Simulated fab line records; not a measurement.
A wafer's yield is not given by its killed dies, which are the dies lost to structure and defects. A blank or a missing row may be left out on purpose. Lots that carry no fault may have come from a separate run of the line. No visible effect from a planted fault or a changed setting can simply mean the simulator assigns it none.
fab line records -- flow sky130
record: lots: 11, wafers: 33, lastDay: 50
route steps=708 shown LDD_P@263 LDD_LDN@296 SD_P@328 RES_XHIGH@340 PAD_OPEN@708
lots that met no fault: taken from a fault-free run of the same line
startH: the number of hours between the record's first day and the start of the first shown wafer of the lot -- waitH: hours since the lot's step before -- " as in the row above -- L1.1+2: several wafers, shown together as one row -- - no value, or no start given -- * or withheld: withheld -- < > ~ a bound
route shown NAME@n: names a module that has steps shown in the file, with the first one's number in the route -- usual: mean and standard deviation over wafers with no fault -- same: alike in all rows -- chamber/n: place in a boat -- sites: the reading at each site -- _std_site: how widely they spread, as a standard deviation -- _edge_site: the outer-site mean with the inner-site mean subtracted -- radiusMm: how far each site lies from the wafer's centre -- mask NAME#n: copy n -- behind: the tool/chamber that last shaped the wafer -- hold: reason for holding the lot/hours on hold/outcome of the hold -- device: names the non-switching transistor (n, p or np) -- end of line: the same wafers' tests at the end of the route -- a step without rows: its recipe alone -- killed: at the first sort, the dies lost to defects and structure; wafer yield is something else -- map: a wafer's dies, marking killed ones x, the rest . and places with no die _
set.NAME: setting as actually run; set.NAME@STEP: the setting as run at that earlier step -- model.NAME: the simulator's own value behind a step, which no gauge read
one table for each step of the route and one row for each wafer, over a sample of lots
services: a tool's chamber out of use, with start hour (startH, from the record's first day; less than 0 if before it), hours out, and reason
== steps ==
step: SKY_LDD_P_OVL_MEAS_08
usual: LDD_P_OVL: -0.2/1.3
lot.wafer,tool,chamber,startH,waitH,LDD_P_OVL[nm]
L831.2,overlay-02,-,438.34,0.1,0.0
L831.5,overlay-02,-,438.34,0.1,-2.2
L831.6,overlay-02,-,438.34,0.1,-1.3
L832.4,overlay-01,-,446.66,0.1,0.8
L832.5,overlay-01,-,446.66,0.1,3.1
L832.6,overlay-01,-,446.66,0.1,1.7
L838.1,overlay-02,-,506.88,0.1,1.1
L838.3,overlay-02,-,506.88,0.1,1.8
L838.4,overlay-02,-,506.88,0.1,-0.5
L839.1,overlay-01,-,521.19,0.1,-2.0
L839.5,overlay-01,-,521.19,0.1,-0.4
L839.6,overlay-01,-,521.19,0.1,-0.9
L844.1,overlay-01,-,554.77,0.1,-0.6
L844.4,overlay-01,-,554.77,0.1,-0.2
L844.6,overlay-01,-,554.77,0.1,-1.7
L845.2,overlay-02,-,565.53,0.1,-0.1
L845.3,overlay-02,-,565.53,0.1,-0.7
L845.5,overlay-02,-,565.53,0.1,-1.6
L849.1,overlay-01,-,600.74,0.1,-0.5
L849.4,overlay-01,-,600.74,0.1,-0.2
L849.5,overlay-01,-,600.74,0.1,-0.8
L850.1,overlay-02,-,603.68,0.1,-1.5
L850.4,overlay-02,-,603.68,0.1,-0.7
L850.5,overlay-02,-,603.68,0.1,-3.5
L851.2,overlay-02,-,608.59,0.1,-1.3
L851.3,overlay-02,-,608.59,0.1,-1.4
L851.5,overlay-02,-,608.59,0.1,-1.2
L852.1,overlay-01,-,610.88,0.1,0.1
L852.3,overlay-01,-,610.88,0.1,-0.1
L852.5,overlay-01,-,610.88,0.1,0.2
L853.1,overlay-01,-,627.44,0.1,1.7
L853.2,overlay-01,-,627.44,0.1,0.5
L853.6,overlay-01,-,627.44,0.1,1.7
step: SKY_LDD_LDN_OVL_MEAS_07
usual: LDD_LDN_OVL: -0.1/1.4
lot.wafer,tool,chamber,startH,waitH,LDD_LDN_OVL[nm]
L831.2,overlay-01,-,530.76,0.1,0.6
L831.5,overlay-01,-,530.76,0.1,0.3
L831.6,overlay-01,-,530.76,0.1,0.5
L832.4,overlay-02,-,539.20,0.1,-0.7
L832.5,overlay-02,-,539.20,0.1,-0.9
L832.6,overlay-02,-,539.20,0.1,1.1
L838.1,overlay-01,-,598.05,0.1,2.0
L838.3,overlay-01,-,598.05,0.1,-1.2
L838.4,overlay-01,-,598.05,0.1,2.3
L839.1,overlay-02,-,610.57,0.1,-1.7
L839.5,overlay-02,-,610.57,0.1,-1.3
L839.6,overlay-02,-,610.57,0.1,0.1
L844.1,overlay-01,-,641.95,0.1,0.5
L844.4,overlay-01,-,641.95,0.1,0.4
L844.6,overlay-01,-,641.95,0.1,1.5
L845.2,overlay-02,-,651.76,0.1,0.2
L845.3,overlay-02,-,651.76,0.1,-1.6
L845.5,overlay-02,-,651.76,0.1,-2.2
L849.1,overlay-01,-,685.38,0.1,-0.2
L849.4,overlay-01,-,685.38,0.1,2.6
L849.5,overlay-01,-,685.38,0.1,2.1
L850.1,overlay-02,-,688.85,0.1,0.3
L850.4,overlay-02,-,688.85,0.1,-1.2
L850.5,overlay-02,-,688.85,0.1,-1.6
L851.2,overlay-02,-,693.53,0.1,-1.3
L851.3,overlay-02,-,693.53,0.1,-2.1
L851.5,overlay-02,-,693.53,0.1,-1.4
L852.1,overlay-02,-,695.62,0.1,-2.7
L852.3,overlay-02,-,695.62,0.1,1.1
L852.5,overlay-02,-,695.62,0.1,-0.1
L853.1,overlay-02,-,711.53,0.1,-0.4
L853.2,overlay-02,-,711.53,0.1,-2.2
L853.6,overlay-02,-,711.53,0.1,-0.3
step: SKY_SD_P_OVL_MEAS_08
usual: SD_P_OVL: 0.1/1.5
lot.wafer,tool,chamber,startH,waitH,SD_P_OVL[nm]
L831.2,overlay-01,-,592.76,0.1,1.3
L831.5,overlay-01,-,592.76,0.1,2.3
L831.6,overlay-01,-,592.76,0.1,1.8
L832.4,overlay-01,-,600.27,0.1,2.1
L832.5,overlay-01,-,600.27,0.1,-0.1
L832.6,overlay-01,-,600.27,0.1,-0.2
L838.1,overlay-02,-,660.07,0.1,-2.0
L838.3,overlay-02,-,660.07,0.1,-2.0
L838.4,overlay-02,-,660.07,0.1,-0.2
L839.1,overlay-01,-,670.83,0.1,0.7
L839.5,overlay-01,-,670.83,0.1,2.2
L839.6,overlay-01,-,670.83,0.1,1.9
L844.1,overlay-02,-,699.72,0.1,0.8
L844.4,overlay-02,-,699.72,0.1,1.1
L844.6,overlay-02,-,699.72,0.1,-0.8
L845.2,overlay-02,-,712.79,0.1,-1.0
L845.3,overlay-02,-,712.79,0.1,0.1
L845.5,overlay-02,-,712.79,0.1,0.0
L849.1,overlay-01,-,742.63,0.1,-0.1
L849.4,overlay-01,-,742.63,0.1,-1.9
L849.5,overlay-01,-,742.63,0.1,-0.1
L850.1,overlay-01,-,749.73,0.1,-0.4
L850.4,overlay-01,-,749.73,0.1,-1.7
L850.5,overlay-01,-,749.73,0.1,-0.2
L851.2,overlay-01,-,755.33,0.1,1.2
L851.3,overlay-01,-,755.33,0.1,3.5
L851.5,overlay-01,-,755.33,0.1,0.4
L852.1,overlay-02,-,755.48,0.1,-2.4
L852.3,overlay-02,-,755.48,0.1,-1.3
L852.5,overlay-02,-,755.48,0.1,-1.6
L853.1,overlay-01,-,768.40,0.1,0.4
L853.2,overlay-01,-,768.40,0.1,0.8
L853.6,overlay-01,-,768.40,0.1,-0.1
step: SKY_SD_P_STRIP_10
recipe: chemistry: O2/N2, powerW: 1400, pressureMtorr: 1500, platenTempC: withheld, o2FlowSccm: 3000, n2FlowSccm: 300, overashFraction: 0.5
usual: chamberPressureMTorr: 1500.1/1.4, drypumpMotorCurrentA: 6.2/0.39, oesProductAu: 0.617/0.0039, stripTimeToEndpointS: 17.49/0.044
lot.wafer,tool,chamber,startH,waitH,chamberPressureMTorr,drypumpMotorCurrentA,oesProductAu,rfHoursCounterH,stripTimeToEndpointS
L831.2,plasmaAsher-04,1,592.94,0.1,1498.9,6.6,0.618,16,17.51
L831.5,plasmaAsher-04,1,592.94,0.1,1499.5,6.6,0.612,-,17.52
L831.6,plasmaAsher-04,0,592.94,0.1,1500.5,6.4,0.608,-,17.53
L832.4,plasmaAsher-04,0,600.47,0.1,1501.3,6.3,0.614,-,17.51
L832.5,plasmaAsher-04,1,600.47,0.1,1499.6,6.6,0.616,-,17.48
L832.6,plasmaAsher-04,0,600.47,0.1,1498.5,6.4,0.619,-,17.55
L838.1,plasmaAsher-01,1,660.26,0.1,1502.0,5.3,0.618,95,17.51
L838.3,plasmaAsher-01,1,660.26,0.1,1499.5,5.3,0.618,-,17.47
L838.4,plasmaAsher-01,0,660.26,0.1,1502.8,6.3,0.622,-,17.52
L839.1,plasmaAsher-04,0,671.02,0.1,1500.7,6.4,0.621,23,17.44
L839.5,plasmaAsher-04,0,671.02,0.1,1500.2,6.4,0.612,-,17.45
L839.6,plasmaAsher-04,1,671.02,0.1,1500.3,6.6,0.617,-,17.44
L844.1,plasmaAsher-03,1,699.91,0.1,-,-,-,-,-
L844.4,plasmaAsher-03,1,699.91,0.1,-,-,-,-,-
L844.6,plasmaAsher-03,0,699.91,0.1,-,-,-,-,-
L845.2,plasmaAsher-04,0,712.97,0.1,-,-,-,-,-
L845.3,plasmaAsher-04,0,712.97,0.1,-,-,-,-,-
L845.5,plasmaAsher-04,0,712.97,0.1,-,-,-,-,-
L849.1,plasmaAsher-01,0,742.82,0.1,1498.8,6.3,0.617,0,17.51
L849.4,plasmaAsher-01,1,742.82,0.1,1500.5,5.4,0.616,-,17.48
L849.5,plasmaAsher-01,0,742.82,0.1,1503.7,6.3,0.622,-,17.48
L850.1,plasmaAsher-01,0,749.92,0.1,1500.7,6.4,0.622,1,17.48
L850.4,plasmaAsher-01,0,749.92,0.1,1500.6,6.3,0.620,-,17.49
L850.5,plasmaAsher-01,0,749.92,0.1,1500.1,6.4,0.615,-,17.51
L851.2,plasmaAsher-03,1,755.51,0.1,1499.9,6.2,0.621,64,17.47
L851.3,plasmaAsher-03,1,755.51,0.1,1496.2,6.2,0.617,-,17.49
L851.5,plasmaAsher-03,1,755.51,0.1,1498.5,6.2,0.615,-,17.51
L852.1,plasmaAsher-04,1,755.67,0.1,1503.0,6.6,0.616,31,17.50
L852.3,plasmaAsher-04,0,755.67,0.1,1501.8,6.4,0.619,-,17.52
L852.5,plasmaAsher-04,1,755.67,0.1,1499.8,6.6,0.615,-,17.48
L853.1,plasmaAsher-01,1,768.59,0.1,1503.0,5.4,0.619,2,17.48
L853.2,plasmaAsher-01,0,768.59,0.1,1499.2,6.4,0.613,2,17.52
L853.6,plasmaAsher-01,0,768.59,0.1,1499.3,6.3,0.620,-,17.51
step: SKY_RES_XHIGH_STRIP_08
recipe: chemistry: O2/N2, powerW: 1400, pressureMtorr: 1500, platenTempC: withheld, o2FlowSccm: 3000, n2FlowSccm: 300, overashFraction: 0.5
usual: chamberPressureMTorr: 1500.0/1.3, drypumpMotorCurrentA: 5.8/0.58, oesProductAu: 0.711/0.0045, stripTimeToEndpointS: 14.28/0.035
lot.wafer,tool,chamber,startH,waitH,chamberPressureMTorr,drypumpMotorCurrentA,oesProductAu,rfHoursCounterH,stripTimeToEndpointS
L831.2,plasmaAsher-02,1,621.57,0.1,1500.3,5.6,0.713,84,14.29
L831.5,plasmaAsher-02,0,621.57,0.1,1500.4,5.0,0.708,-,14.32
L831.6,plasmaAsher-02,1,621.57,0.1,1501.9,5.6,0.718,-,14.28
L832.4,plasmaAsher-01,0,629.81,0.1,1499.0,6.4,0.706,-,14.33
L832.5,plasmaAsher-01,1,629.81,0.1,1500.5,5.4,0.712,-,14.28
L832.6,plasmaAsher-01,0,629.81,0.1,1500.2,6.4,0.711,-,14.28
L838.1,plasmaAsher-01,1,688.61,0.1,1501.6,5.3,0.715,98,14.33
L838.3,plasmaAsher-01,0,688.61,0.1,1499.8,6.3,0.709,-,14.30
L838.4,plasmaAsher-01,1,688.61,0.1,1499.0,5.3,0.707,-,14.32
L839.1,plasmaAsher-02,0,698.66,0.1,1499.8,5.0,0.703,91,14.37
L839.5,plasmaAsher-02,1,698.66,0.1,1499.3,5.6,0.718,-,14.33
L839.6,plasmaAsher-02,0,698.66,0.1,1502.3,5.0,0.710,-,14.38
L844.1,plasmaAsher-04,0,727.87,0.1,1498.6,6.3,0.718,28,31.38
L844.4,plasmaAsher-04,0,727.87,0.1,1500.3,6.3,0.724,-,31.33
L844.6,plasmaAsher-04,0,727.87,0.1,1499.4,6.4,0.712,-,31.36
L845.2,plasmaAsher-04,1,739.86,0.1,1501.6,6.6,0.717,29,31.31
L845.3,plasmaAsher-04,1,739.86,0.1,1500.3,6.6,0.715,-,31.31
L845.5,plasmaAsher-04,0,739.86,0.1,1503.0,6.4,0.712,-,31.36
L849.1,plasmaAsher-02,1,769.72,0.1,1500.4,5.6,0.708,98,14.30
L849.4,plasmaAsher-02,0,769.72,0.1,1501.4,5.0,0.712,-,14.33
L849.5,plasmaAsher-02,0,769.72,0.1,1499.4,5.0,0.712,-,14.32
L850.1,plasmaAsher-01,1,776.32,0.1,1497.6,5.4,0.714,3,14.27
L850.4,plasmaAsher-01,0,776.32,0.1,1497.4,6.3,0.713,-,14.27
L850.5,plasmaAsher-01,1,776.32,0.1,1499.8,5.4,0.713,-,14.29
L851.2,plasmaAsher-02,0,782.73,0.1,1500.2,5.0,0.709,99,14.30
L851.3,plasmaAsher-02,1,782.73,0.1,1499.4,5.6,0.711,-,14.30
L851.5,plasmaAsher-02,1,782.73,0.1,1499.9,5.6,0.715,-,14.35
L852.1,plasmaAsher-04,1,783.03,0.1,1501.8,6.6,0.712,33,14.27
L852.3,plasmaAsher-04,1,783.03,0.1,1500.2,6.6,0.702,-,14.30
L852.5,plasmaAsher-04,0,783.03,0.1,1499.2,6.3,0.703,-,14.31
L853.1,plasmaAsher-01,1,796.17,0.1,1497.9,5.4,0.708,5,14.29
L853.2,plasmaAsher-01,0,796.17,0.1,1497.8,6.3,0.718,5,14.22
L853.6,plasmaAsher-01,1,796.17,0.1,1500.3,5.4,0.708,-,14.27
step: SKY_RES_XHIGH_TW_MEAS_09
usual: RES_XHIGH_TW: 1639/8.2
lot.wafer,tool,chamber,startH,waitH,hold,RES_XHIGH_TW
L831.2,filmMetro-03,-,621.68,0.1,-,1628
L831.5,filmMetro-03,-,621.68,0.1,-,1633
L831.6,filmMetro-03,-,621.68,0.1,-,1632
L832.4,filmMetro-01,-,629.91,0.1,-,1639
L832.5,filmMetro-01,-,629.91,0.1,-,1639
L832.6,filmMetro-01,-,629.91,0.1,-,1640
L838.1,filmMetro-03,-,688.71,0.1,-,1638
L838.3,filmMetro-03,-,688.71,0.1,-,1639
L838.4,filmMetro-03,-,688.71,0.1,-,1643
L839.1,filmMetro-02,-,698.76,0.1,-,1634
L839.5,filmMetro-02,-,698.76,0.1,-,1635
L839.6,filmMetro-02,-,698.76,0.1,-,1637
L844.1,filmMetro-01,-,727.97,0.1,awaitDispo/0.2h/release,30
L844.4,filmMetro-01,-,727.97,0.1,awaitDispo/0.2h/release,30
L844.6,filmMetro-01,-,727.97,0.1,awaitDispo/0.2h/release,30
L844.1,filmMetro-01,-,728.20,0.2,-,30
L844.4,filmMetro-01,-,728.20,0.2,-,30
L844.6,filmMetro-01,-,728.20,0.2,-,30
L845.2,filmMetro-01,-,739.97,0.1,awaitDispo/0.2h/release,30
L845.3,filmMetro-01,-,739.97,0.1,awaitDispo/0.2h/release,30
L845.5,filmMetro-01,-,739.97,0.1,awaitDispo/0.2h/release,30
L845.2,filmMetro-01,-,740.28,0.3,-,30
L845.3,filmMetro-01,-,740.28,0.3,-,30
L845.5,filmMetro-01,-,740.28,0.3,-,30
L849.1,filmMetro-01,-,769.82,0.1,-,1653
L849.4,filmMetro-01,-,769.82,0.1,-,1656
L849.5,filmMetro-01,-,769.82,0.1,-,1651
L850.1,filmMetro-03,-,776.42,0.1,-,1624
L850.4,filmMetro-03,-,776.42,0.1,-,1628
L850.5,filmMetro-03,-,776.42,0.1,-,1629
L851.2,filmMetro-03,-,782.84,0.1,-,1622
L851.3,filmMetro-03,-,782.84,0.1,-,1622
L851.5,filmMetro-03,-,782.84,0.1,-,1634
L852.1,filmMetro-02,-,783.13,0.1,-,1633
L852.3,filmMetro-02,-,783.13,0.1,-,1631
L852.5,filmMetro-02,-,783.13,0.1,-,1635
L853.1,filmMetro-02,-,796.27,0.1,-,1646
L853.2,filmMetro-02,-,796.27,0.1,-,1643
L853.6,filmMetro-02,-,796.27,0.1,-,1644
step: SKY_PAD_OPEN_PROBE_99
usual: defectLimitedYield: 82.5/1.9, killed_at_M0_to_M3: 43/7.2, killed_at_M4_up: 3.3/2, killedAtContacts: 25/5.8, killedAtFrontEnd: 15/4.5, killedAtOther: 0.3/0.62, killedDies: 86/9.4, killedOpen: 47/7.1, killedShort: 39/6, sort_bin_3_pad_short: 0.9/0.4, sort_bin_5_function: 10.4/1.4, sort_bin_6_memory: 6.2/1.1, sort_bin_8_speed: 0.7/1.4, sortNPass: 402/11, sortYieldPct: 81.7/2.2
same: grossDies: 492, killedAtBackSide: 0, sort_bin_4_leakage[%]: 0
lot.wafer,tool,chamber,startH,waitH,defectLimitedYield[%],killed_at_M0_to_M3,killed_at_M4_up,killedAtContacts,killedAtFrontEnd,killedAtOther,killedDies,killedOpen,killedShort,sort_bin_3_pad_short[%],sort_bin_5_function[%],sort_bin_6_memory[%],sort_bin_8_speed[%],sortNPass,sortYieldPct[%]
L831.2,prober-02,-,1077.05,0.1,84.8,40,3,17,15,0,75,32,43,0.8,8.9,5.5,2.6,404,82.1
L831.5,prober-02,-,1077.20,0.2,83.3,31,2,31,18,0,82,40,41,1.0,10.0,5.7,0,410,83.3
L831.6,prober-02,-,1077.25,0.2,85.4,40,0,18,14,0,72,38,34,0.8,10.4,3.5,0,420,85.4
L832.4,prober-01,-,1086.35,0.2,82.5,47,5,17,16,1,86,50,35,0.6,10.4,6.5,0.8,402,81.7
L832.5,prober-01,-,1086.40,0.2,83.5,46,5,20,10,0,81,42,39,0.8,10.2,5.5,0,411,83.5
L832.6,prober-01,-,1086.45,0.2,81.9,51,1,18,18,1,89,49,39,1.0,12.8,4.3,0.4,401,81.5
L838.1,prober-01,-,1128.94,0.1,82.3,38,8,22,19,0,87,45,42,0.8,11.6,5.3,0.4,403,81.9
L838.3,prober-01,-,1129.04,0.2,81.9,43,2,20,24,0,89,50,38,1.2,10.4,6.5,1.8,394,80.1
L838.4,prober-01,-,1129.09,0.2,80.9,47,1,29,16,1,94,53,40,1.0,11.8,6.3,0.6,395,80.3
L839.1,prober-02,-,1137.70,0.1,80.7,49,0,36,10,0,95,55,40,0.6,10.8,7.9,1.2,391,79.5
L839.5,prober-02,-,1137.90,0.2,83.3,48,2,23,9,0,82,50,32,1.6,9.3,5.7,2.0,400,81.3
L839.6,prober-02,-,1137.95,0.2,81.9,41,4,30,14,0,89,47,42,1.2,10.8,6.1,0.2,402,81.7
L849.1,prober-02,-,1183.11,0.1,83.9,43,3,21,11,1,79,40,39,0.8,10.8,4.5,1.0,408,82.9
L849.4,prober-02,-,1183.26,0.2,84.1,33,3,22,19,1,78,44,34,1.0,9.3,5.5,1.4,407,82.7
L849.5,prober-02,-,1183.31,0.2,85.4,32,5,20,15,0,72,46,26,0.8,9.8,4.1,0.8,416,84.6
L850.1,prober-01,-,1184.64,0.1,85.0,36,6,21,11,0,74,34,39,0.2,9.3,5.5,10.2,368,74.8
L850.4,prober-01,-,1184.79,0.2,82.5,42,2,22,20,0,86,50,36,1.4,8.7,7.3,1.8,397,80.7
L850.5,prober-01,-,1184.84,0.2,81.5,51,3,19,17,1,91,59,32,1.0,11.4,6.1,11.2,346,70.3
L851.2,prober-02,-,1189.94,0.1,79.9,54,1,27,17,0,99,55,44,0.8,13.0,6.3,1.6,385,78.3
L851.3,prober-02,-,1189.99,0.2,80.5,46,1,39,9,1,96,56,40,0.6,10.8,8.1,1.2,390,79.3
L851.5,prober-02,-,1190.09,0.2,80.1,45,4,32,17,0,98,56,42,0.6,12.4,6.9,0,394,80.1
L852.1,prober-01,-,1192.33,0.1,78.0,48,10,28,21,1,108,50,58,0.8,13.8,7.3,0,384,78.0
L852.3,prober-01,-,1192.43,0.2,82.5,40,4,30,12,0,86,48,38,0.6,10.0,6.9,0.4,404,82.1
L852.5,prober-01,-,1192.53,0.2,80.5,45,5,30,16,0,96,57,39,0.6,12.4,6.5,0,396,80.5
L853.1,prober-02,-,1195.53,0.1,79.7,43,5,33,17,2,100,63,37,1.2,10.4,8.7,0.4,390,79.3
L853.2,prober-02,-,1195.58,0.1,83.7,44,2,21,13,0,80,47,33,0.6,9.6,6.1,0.8,408,82.9
L853.6,prober-02,-,1195.78,0.2,80.7,46,3,30,16,0,95,57,38,1.4,12.2,5.7,0.8,393,79.9
killed by level:class
L831.2 VIA1:geometricParticle:open=12 METAL2:geometricParticle:short=8 METAL1:geometricParticle:short=7 LI_CONTACT:geometricParticle:open=5 CONTACT:geometricParticle:open=5 FIELD_ISO:geometricParticle:short=4 VIA1:geometricParticle:short=4 METAL4:geometricParticle:short=3
L831.5 CONTACT:geometricParticle:open=8 CONTACT:geometricParticle:short=8 VIA2:geometricParticle:open=8 VIA1:geometricParticle:open=7 LI_CONTACT:geometricParticle:open=5 LI_CONTACT:geometricParticle:short=4 LOCAL_INTERCONNECT:geometricParticle:short=4 FIELD_ISO:geometricParticle:short=3
L831.6 VIA1:geometricParticle:open=10 CONTACT:geometricParticle:short=6 METAL1:geometricParticle:short=6 FIELD_ISO:geometricParticle:short=5 FIELD_ISO:geometricParticle:open=4 LI_CONTACT:geometricParticle:open=4 CONTACT:geometricParticle:open=4 METAL2:geometricParticle:open=4
L832.4 VIA1:geometricParticle:open=15 VIA2:geometricParticle:open=9 FIELD_ISO:geometricParticle:open=6 LI_CONTACT:geometricParticle:open=6 METAL2:geometricParticle:short=6 VIA3:geometricParticle:open=5 METAL1:geometricParticle:short=4 CONTACT:geometricParticle:open=4
L832.5 VIA1:geometricParticle:open=12 VIA1:geometricParticle:short=7 CONTACT:geometricParticle:open=6 CONTACT:geometricParticle:short=6 METAL1:geometricParticle:short=6 LI_CONTACT:geometricParticle:open=5 VIA2:geometricParticle:open=5 METAL2:geometricParticle:short=4
L832.6 VIA1:geometricParticle:open=14 VIA1:geometricParticle:short=9 VIA2:geometricParticle:open=7 LI_CONTACT:geometricParticle:open=7 METAL2:geometricParticle:short=6 POLY_GATE:geometricParticle:open=5 POLY_GATE:geometricParticle:short=5 METAL1:geometricParticle:short=4
L838.1 CONTACT:geometricParticle:open=8 METAL2:geometricParticle:short=7 VIA2:geometricParticle:open=7 LI_CONTACT:geometricParticle:open=6 METAL4:geometricParticle:short=6 FIELD_ISO:geometricParticle:open=5 POLY_GATE:geometricParticle:open=5 VIA1:geometricParticle:open=5
L838.3 VIA1:geometricParticle:open=13 CONTACT:geometricParticle:short=7 SPACER:geometricParticle:open=6 CONTACT:geometricParticle:open=6 VIA2:geometricParticle:short=5 VIA3:geometricParticle:open=5 FIELD_ISO:geometricParticle:short=4 VIA2:geometricParticle:open=4
L838.4 CONTACT:geometricParticle:open=12 METAL2:geometricParticle:short=10 LI_CONTACT:geometricParticle:open=9 VIA1:geometricParticle:open=8 VIA3:geometricParticle:open=7 VIA2:geometricParticle:open=7 METAL1:geometricParticle:short=5 FIELD_ISO:geometricParticle:short=4
L839.1 CONTACT:geometricParticle:open=15 VIA1:geometricParticle:open=10 VIA3:geometricParticle:open=10 VIA1:geometricParticle:short=8 LI_CONTACT:geometricParticle:open=6 CONTACT:geometricParticle:short=6 VIA2:geometricParticle:open=6 LI_CONTACT:geometricParticle:short=4
L839.5 VIA1:geometricParticle:open=10 CONTACT:geometricParticle:short=9 CONTACT:geometricParticle:open=9 VIA3:geometricParticle:open=7 METAL1:geometricParticle:short=6 FIELD_ISO:geometricParticle:open=5 VIA1:geometricParticle:short=5 METAL2:geometricParticle:open=5
L839.6 CONTACT:geometricParticle:open=10 VIA1:geometricParticle:open=9 LI_CONTACT:geometricParticle:open=7 VIA1:geometricParticle:short=6 METAL2:geometricParticle:short=5 LOCAL_INTERCONNECT:geometricParticle:short=5 VIA2:geometricParticle:open=5 VIA2:geometricParticle:short=4
L849.1 VIA2:geometricParticle:open=9 VIA1:geometricParticle:open=8 CONTACT:geometricParticle:short=6 CONTACT:geometricParticle:open=6 LOCAL_INTERCONNECT:geometricParticle:short=5 METAL1:geometricParticle:short=5 VIA1:geometricParticle:short=4 POLY_GATE:geometricParticle:short=4
L849.4 CONTACT:geometricParticle:open=10 VIA1:geometricParticle:open=6 LI_CONTACT:geometricParticle:open=5 METAL2:geometricParticle:short=5 FIELD_ISO:geometricParticle:short=4 FIELD_ISO:geometricParticle:open=4 POLY_GATE:geometricParticle:short=4 METAL1:geometricParticle:short=4
L849.5 VIA3:geometricParticle:open=8 CONTACT:geometricParticle:open=8 VIA1:geometricParticle:open=7 LOCAL_INTERCONNECT:geometricParticle:short=6 POLY_GATE:geometricParticle:open=5 LI_CONTACT:geometricParticle:open=5 VIA2:geometricParticle:open=5 POLY_GATE:geometricParticle:short=3
L850.1 CONTACT:geometricParticle:open=8 METAL2:geometricParticle:short=6 METAL4:geometricParticle:short=5 LI_CONTACT:geometricParticle:open=5 VIA2:geometricParticle:open=5 VIA3:geometricParticle:open=4 VIA1:geometricParticle:short=4 VIA1:geometricParticle:open=4
L850.4 VIA1:geometricParticle:open=11 CONTACT:geometricParticle:open=11 FIELD_ISO:geometricParticle:short=8 FIELD_ISO:geometricParticle:open=7 VIA2:geometricParticle:open=6 METAL2:geometricParticle:short=6 LI_CONTACT:geometricParticle:open=5 LOCAL_INTERCONNECT:geometricParticle:short=4
L850.5 VIA2:geometricParticle:open=13 CONTACT:geometricParticle:open=11 VIA3:geometricParticle:open=8 VIA1:geometricParticle:open=7 POLY_GATE:geometricParticle:open=5 METAL2:geometricParticle:short=5 VIA2:geometricParticle:short=5 FIELD_ISO:geometricParticle:open=4
L851.2 VIA1:geometricParticle:open=17 VIA2:geometricParticle:open=8 LI_CONTACT:geometricParticle:open=7 METAL1:geometricParticle:short=7 LI_CONTACT:geometricParticle:short=6 VIA3:geometricParticle:short=6 METAL2:geometricParticle:short=5 POLY_GATE:geometricParticle:open=5
L851.3 LI_CONTACT:geometricParticle:open=12 CONTACT:geometricParticle:open=12 VIA1:geometricParticle:open=12 VIA2:geometricParticle:open=7 LOCAL_INTERCONNECT:geometricParticle:short=6 METAL1:geometricParticle:short=6 METAL3:geometricParticle:short=6 METAL2:geometricParticle:short=5
L851.5 LI_CONTACT:geometricParticle:open=11 CONTACT:geometricParticle:open=10 VIA1:geometricParticle:open=9 VIA3:geometricParticle:open=8 VIA2:geometricParticle:open=8 FIELD_ISO:geometricParticle:open=6 LOCAL_INTERCONNECT:geometricParticle:short=6 METAL1:geometricParticle:short=5
L852.1 LI_CONTACT:geometricParticle:open=10 VIA1:geometricParticle:open=8 METAL4:geometricParticle:short=8 CONTACT:geometricParticle:short=7 VIA1:geometricParticle:short=7 POLY_GATE:geometricParticle:open=6 CONTACT:geometricParticle:open=6 VIA2:geometricParticle:open=6
L852.3 CONTACT:geometricParticle:open=13 LI_CONTACT:geometricParticle:open=9 VIA1:geometricParticle:open=9 METAL3:geometricParticle:short=8 VIA2:geometricParticle:short=6 VIA3:geometricParticle:open=6 CONTACT:geometricParticle:short=5 VIA2:geometricParticle:open=5
L852.5 CONTACT:geometricParticle:open=13 VIA2:geometricParticle:open=10 VIA1:geometricParticle:open=9 METAL1:geometricParticle:short=8 CONTACT:geometricParticle:short=6 LI_CONTACT:geometricParticle:open=6 VIA3:geometricParticle:open=6 METAL2:geometricParticle:short=5
L853.1 CONTACT:geometricParticle:open=16 VIA3:geometricParticle:open=10 LI_CONTACT:geometricParticle:open=7 CONTACT:geometricParticle:short=7 VIA1:geometricParticle:open=6 METAL2:geometricParticle:short=5 VIA1:geometricParticle:short=5 VIA2:geometricParticle:open=5
L853.2 VIA1:geometricParticle:open=13 LI_CONTACT:geometricParticle:open=8 VIA2:geometricParticle:open=8 VIA1:geometricParticle:short=5 LI_CONTACT:geometricParticle:short=4 VIA3:geometricParticle:short=4 FIELD_ISO:geometricParticle:short=3 FIELD_ISO:geometricParticle:open=3
L853.6 VIA1:geometricParticle:open=15 CONTACT:geometricParticle:open=11 VIA2:geometricParticle:open=10 LI_CONTACT:geometricParticle:open=7 VIA3:geometricParticle:open=6 LI_CONTACT:geometricParticle:short=6 FIELD_ISO:geometricParticle:open=5 METAL1:geometricParticle:short=5
== services ==
tool,chamber,startH,hours,kind
plasmaAsher-03,-,570.37,0.9,repair
plasmaAsher-04,-,572.55,4.0,repair
plasmaAsher-04,-,585.17,0.8,repair
plasmaAsher-04,-,610.32,3.8,repair
plasmaAsher-02,-,630.72,2.8,pm
plasmaAsher-02,-,691.22,5.7,repair
plasmaAsher-04,-,718.23,3.0,repair
plasmaAsher-01,-,733.75,9.0,pm
plasmaAsher-01,0,733.75,9.0,ventCycle
plasmaAsher-01,1,733.75,9.0,ventCycle
plasmaAsher-01,0,742.75,-,clean
plasmaAsher-01,1,742.75,-,clean
plasmaAsher-01,-,761.12,1.5,repair
== key ==
firstSign: step: SKY_SD_P_STRIP_10, reading: toolRecord, direction: missing
effect: step: SKY_RES_XHIGH_STRIP_08, reading: stripTimeToEndpointS, direction: up, sigmas: 99+, usual: *, struck: *
effect: step: SKY_RES_XHIGH_TW_MEAS_09, reading: visit, direction: added
effect: step: SKY_RES_XHIGH_TW_MEAS_09, reading: RES_XHIGH_TW, direction: down, sigmas: 99+, usual: 1639, struck: 30
metAt SKY_SD_P_STRIP_10
struckLots L844,L845
scrappedBehind SKY_RES_XHIGH_TW_MEAS_09 L844.1,L844.4,L844.6,L845.2,L845.3,L845.5
notActingAt SKY_LDD_P_OVL_MEAS_08,SKY_LDD_LDN_OVL_MEAS_07,SKY_SD_P_OVL_MEAS_08
onsetBetween 671.02 699.91
fault: kind: skippedStepWhole, tool: plasmaAsher-03,plasmaAsher-04, chamber: -, onsetH: 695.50, steps: SKY_SD_P_STRIP_10, scope: struckLotsOnly
